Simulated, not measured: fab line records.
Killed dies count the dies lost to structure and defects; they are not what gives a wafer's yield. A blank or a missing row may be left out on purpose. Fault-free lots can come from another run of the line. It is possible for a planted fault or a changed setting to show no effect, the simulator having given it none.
Which tool is to blame? | flow sky130 | 12 lots, 36 wafers sampled, at 6 steps of a route of 708

== WHAT THE GAUGES READ, wafer by wafer ==
SKY_LDD_LDN_OVL_MEAS_07. Usual: LDD_LDN_OVL gives -0.1 nm (standard deviation 1.7).
lot  | measured     | on         | LDD_LDN_OVL (nm) | flag
L698 | day 22 07:59 | overlay-01 | 1.7 -1.3 1.0     |
L699 | day 22 19:48 | overlay-02 | -1.5 -1.3 -0.5   |
L705 | day 25 07:43 | overlay-01 | 1.0 -1.9 1.5     |
L706 | day 25 08:01 | overlay-02 | -1.2 -0.4 -0.7   |
L713 | day 28 03:49 | overlay-02 | -4.2 -4.6 -2.4   |
L714 | day 29 06:04 | overlay-02 | 0.7 0.6 1.4      |
L715 | day 29 07:37 | overlay-01 | -0.3 0.4 -1.1    |
L717 | day 29 22:17 | overlay-02 | -2.5 0.0 -1.2    |
L719 | day 30 14:36 | overlay-01 | -0.6 2.1 2.5     |
L718 | day 30 14:49 | overlay-02 | 1.4 0.0 1.9      |
L720 | day 30 15:07 | overlay-02 | -0.8 -0.2 -1.0   |
L721 | day 32 11:35 | overlay-01 | 2.3 0.4 3.9      |

SKY_RES_XHIGH_TW_MEAS_09. Usual: RES_XHIGH_TW gives 1630 (standard deviation 18).
lot  | measured     | on            | RES_XHIGH_TW   | flag
L698 | day 26 02:07 | film_metro-01 | 1634 1629 1626 |
L699 | day 26 15:35 | film_metro-03 | 1603 1590 1604 |
L705 | day 29 00:12 | film_metro-04 | 1536 1542 1538 | OFF
L706 | day 29 02:15 | film_metro-01 | 1542 1548 1546 | OFF
L713 | day 31 17:23 | film_metro-01 | 1641 1642 1634 |
L714 | day 32 19:23 | film_metro-01 | 1632 1627 1628 |
L715 | day 32 22:19 | film_metro-01 | 1629 1615 1621 |
L717 | day 33 13:29 | film_metro-01 | 1637 1638 1645 |
L719 | day 34 02:28 | film_metro-03 | 1610 1596 1591 |
L718 | day 34 03:54 | film_metro-04 | 1631 1629 1630 |
L720 | day 34 04:32 | film_metro-01 | 1628 1633 1627 |
L721 | day 35 21:53 | film_metro-01 | 1640 1635 1648 |

SKY_SD_N_TW_MEAS_12. Usual: SD_N_TW gives 3947 (standard deviation 39).
lot  | measured     | on            | SD_N_TW        | flag
L698 | day 27 08:12 | film_metro-04 | 3986 4017 3996 |
L699 | day 27 20:51 | film_metro-03 | 3882 3869 3879 |
L705 | day 30 04:31 | film_metro-03 | 3918 3886 3901 |
L706 | day 30 06:14 | film_metro-04 | 3972 3981 3973 |
L713 | day 32 20:00 | film_metro-03 | 3899 3907 3916 |
L714 | day 33 22:44 | film_metro-04 | 3958 3979 3975 |
L715 | day 34 01:59 | film_metro-04 | 3968 3990 3980 |
L717 | day 34 16:22 | film_metro-01 | 3984 3988 3958 |
L719 | day 35 05:58 | film_metro-04 | 3952 3943 3931 |
L718 | day 35 06:29 | film_metro-03 | 3888 3917 3913 |
L720 | day 35 07:04 | film_metro-03 | 3907 3892 3922 |
L721 | day 36 23:43 | film_metro-01 | 3950 3966 3963 |

SKY_SD_N_RS_MEAS_18: a four-point-probe measurement. Usual: RES_XHIGH_RS gives 332.9 ohm/sq (standard deviation 1.3).
lot  | measured     | on            | RES_XHIGH_RS (ohm/sq) | flag
L698 | day 27 08:44 | film_metro-01 | 333.3 334.5 334.3     |
L699 | day 27 21:23 | film_metro-01 | 333.4 333.2 331.0     |
L705 | day 30 05:03 | film_metro-01 | 387.3 386.8 387.7     | OFF
L706 | day 30 06:46 | film_metro-03 | 385.6 386.8 386.0     | OFF
L713 | day 32 20:31 | film_metro-01 | 333.2 333.0 333.8     |
L714 | day 33 23:16 | film_metro-03 | 332.5 333.2 333.6     |
L715 | day 34 02:31 | film_metro-01 | 334.0 334.3 333.7     |
L717 | day 34 16:55 | film_metro-03 | 332.8 330.9 332.5     |
L719 | day 35 06:30 | film_metro-04 | 331.2 330.7 331.5     |
L718 | day 35 07:00 | film_metro-01 | 332.9 331.8 332.2     |
L720 | day 35 07:36 | film_metro-01 | 330.8 330.9 332.0     |
L721 | day 37 00:15 | film_metro-01 | 332.1 331.9 332.5     |

== EACH LOT AND THE TOOL THAT RAN IT (in order: tool; ch and the chambers of the sampled wafers; start) ==
lot  | SKY_LDD_HVN_STRIP_09                 | SKY_RES_XHIGH_IMPLANT_07
L698 | plasma_asher-02 ch 0,1, day 19 19:29 | implanter-04 ch 0, day 26 01:52
L699 | plasma_asher-02 ch 0,1, day 20 06:39 | implanter-02 ch 0, day 26 15:20
L705 | plasma_asher-02 ch 0,1, day 22 19:57 | implanter-04 ch 0, day 28 23:57
L706 | plasma_asher-01 ch 0,1, day 22 20:06 | implanter-04 ch 0, day 29 02:01
L713 | plasma_asher-04 ch 0,1, day 25 17:48 | implanter-03 ch 0, day 31 17:08
L714 | plasma_asher-02 ch 1, day 26 22:03   | implanter-02 ch 0, day 32 19:08
L715 | plasma_asher-04 ch 0,1, day 26 22:30 | implanter-02 ch 0, day 32 22:04
L717 | plasma_asher-04 ch 0,1, day 27 14:05 | implanter-03 ch 0, day 33 13:16
L719 | plasma_asher-04 ch 0,1, day 28 05:30 | implanter-04 ch 0, day 34 02:13
L718 | plasma_asher-02 ch 0,1, day 28 06:24 | implanter-04 ch 0, day 34 03:39
L720 | plasma_asher-04 ch 0,1, day 28 06:36 | implanter-04 ch 0, day 34 04:17
L721 | plasma_asher-04 ch 0,1, day 30 04:09 | implanter-02 ch 0, day 35 21:38
- SKY_LDD_HVN_STRIP_09: strips in O2/N2.
- SKY_RES_XHIGH_IMPLANT_07

== WHAT THE TOOLS THEMSELVES READ (means of the sampled wafers that have a number; where no wafer has one, the mark that the record gives instead) ==
SKY_LDD_HVN_STRIP_09. Usual: drypump_motor_current_A 5.7 A, standard deviation 0.38; oes_product_au 0.410 a.u., standard deviation 0.0045; strip_time_to_endpoint_s 4.145 s, standard deviation 0.014.
lot  | tool            | drypump_motor_current_A (A) | oes_product_au (a.u.) | strip_time_to_endpoint_s (s) | flag
L698 | plasma_asher-02 | 5.9                         | 0.408                 | 4.152                        |
L699 | plasma_asher-02 | 5.9                         | 0.408                 | 4.157                        |
L705 | plasma_asher-02 | 5.9                         | 0.405                 | 4.128                        |
L706 | plasma_asher-01 | 6.0                         | 0.412                 | 4.153                        |
L713 | plasma_asher-04 | 5.3                         | 0.413                 | 4.149                        |
L714 | plasma_asher-02 | 6.0                         | 0.410                 | 4.129                        |
L715 | plasma_asher-04 | 5.3                         | 0.409                 | 4.141                        |
L717 | plasma_asher-04 | 5.3                         | 0.413                 | 4.142                        |
L719 | plasma_asher-04 | 5.3                         | 0.407                 | 4.146                        |
L718 | plasma_asher-02 | 5.9                         | 0.409                 | 4.140                        |
L720 | plasma_asher-04 | 5.3                         | 0.407                 | 4.166                        |
L721 | plasma_asher-04 | 5.4                         | 0.411                 | 4.125                        |

== THE ANSWER, worked out from the rows above alone ==
Rule: lot off if the mean of its wafers having a number is beyond 3 standard deviations from the usual mean. Also off: a lot with no number at a reading for which 4 or more lots have one. All remaining lots with rows at the step are treated as sound. The gauges are gone through in route order, then the tools' own readings, and for those a lot's mean is taken as printed above. The first step at which some lot is off is used, and at that step the reading that is off furthest; a lot without a number counts as furthest.
Off: L705, L706, seen at SKY_RES_XHIGH_TW_MEAS_09 (RES_XHIGH_TW).
A tool fits if, at a process step before that reading, it ran every lot that is off, and no sound lot after the first of them. Gauges at SKY_RES_XHIGH_TW_MEAS_09: tried the same way as those tools. Not one of the candidates tried fits.

== WHAT WAS PUT IN BY THE SIMULATOR ==
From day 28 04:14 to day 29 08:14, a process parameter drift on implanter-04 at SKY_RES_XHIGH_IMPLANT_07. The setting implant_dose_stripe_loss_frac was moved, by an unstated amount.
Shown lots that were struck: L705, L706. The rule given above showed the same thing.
